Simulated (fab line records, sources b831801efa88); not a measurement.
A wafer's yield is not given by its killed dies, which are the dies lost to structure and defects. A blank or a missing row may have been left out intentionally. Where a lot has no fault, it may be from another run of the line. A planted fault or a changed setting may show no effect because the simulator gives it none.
Chamber matching | flow sky130 | SKY_METAL4_ETCH_17 on rieDiel-03: 4 sister chambers
The step etches SiO2 in C4F8/O2/Ar, stops on TiN, time 3.9 s, target depth 15 nm. 16 wafers are shown with their chamber, then 8 later ones without.

== WAFERS WITH THEIR CHAMBER ==
wafer  | chamber | rfFwdPowerW (W) | oesProductAu (a.u.)
L922.1 | 2       | 1483            | 0.757
L922.3 | 0       | 1462            | 0.758
L922.5 | 2       | 1483            | 0.763
L923.2 | 1       | 1456            | 0.757
L923.3 | 2       | 1479            | 0.752
L923.5 | 3       | 1469            | 0.754
L924.2 | 2       | 1479            | 0.748
L924.3 | 1       | 1465            | 0.746
L924.4 | 3       | 1476            | 0.753
L925.1 | 2       | 1474            | 0.755
L925.5 | 0       | 1457            | 0.757
L925.6 | 3       | 1476            | 0.763
L929.2 | 0       | 1463            | 0.747
L929.4 | 3       | 1472            | 0.757
L929.5 | 0       | 1459            | 0.761
L933.1 | 0       | 1466            | 0.760

SIGNATURES (averages over the wafers above)
reading      | chamber 0 | chamber 1 | chamber 2 | chamber 3 | scatter within a chamber
rfFwdPowerW  | 1461.40   | 1460.50   | 1479.60   | 1473.25   | 3.87
oesProductAu | 0.75660   | 0.75150   | 0.75500   | 0.75675   | 0.00557
Rule: a wafer's distance from a chamber is the root of the sum, over the readings, of the square of ((its reading less the chamber's mean) divided by the reading's scatter). If the next closest chamber is less than 2 further off than the closest, the wafer can't be placed; otherwise it belongs to the closest. The scatter is the square root of a quotient: the sum, over the shown wafers, of each reading's squared deviation from its chamber's mean, divided by wafers minus chambers.

== WAFERS WHOSE CHAMBER IS MISSING ==
wafer  | rfFwdPowerW (W) | oesProductAu (a.u.)
L933.5 | 1477            | 0.758
L933.6 | 1461            | 0.764
L936.4 | 1465            | 0.754
L936.5 | 1470            | 0.756
L936.6 | 1483            | 0.762
L937.2 | 1483            | 0.761
L937.4 | 1464            | 0.763
L937.5 | 1460            | 0.766

== THE CHAMBER EACH PASSED THROUGH ==
wafer  | from the rows above               | in truth
L933.5 | can't be placed: 2 or 3           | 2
L933.6 | can't be placed: 0 or 1           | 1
L936.4 | can't be placed: 0 or 1 or 3      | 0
L936.5 | can't be placed: 3 or 0 or 2 or 1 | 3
L936.6 | can't be placed: 2 or 3           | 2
L937.2 | can't be placed: 2 or 3           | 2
L937.4 | can't be placed: 0 or 1 or 3      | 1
L937.5 | can't be placed: 0 or 1           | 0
Placed correctly: 0 of 8. Unplaceable from these rows: 8, with the true chamber sitting among the candidates in 8. Number placed wrongly: 0.
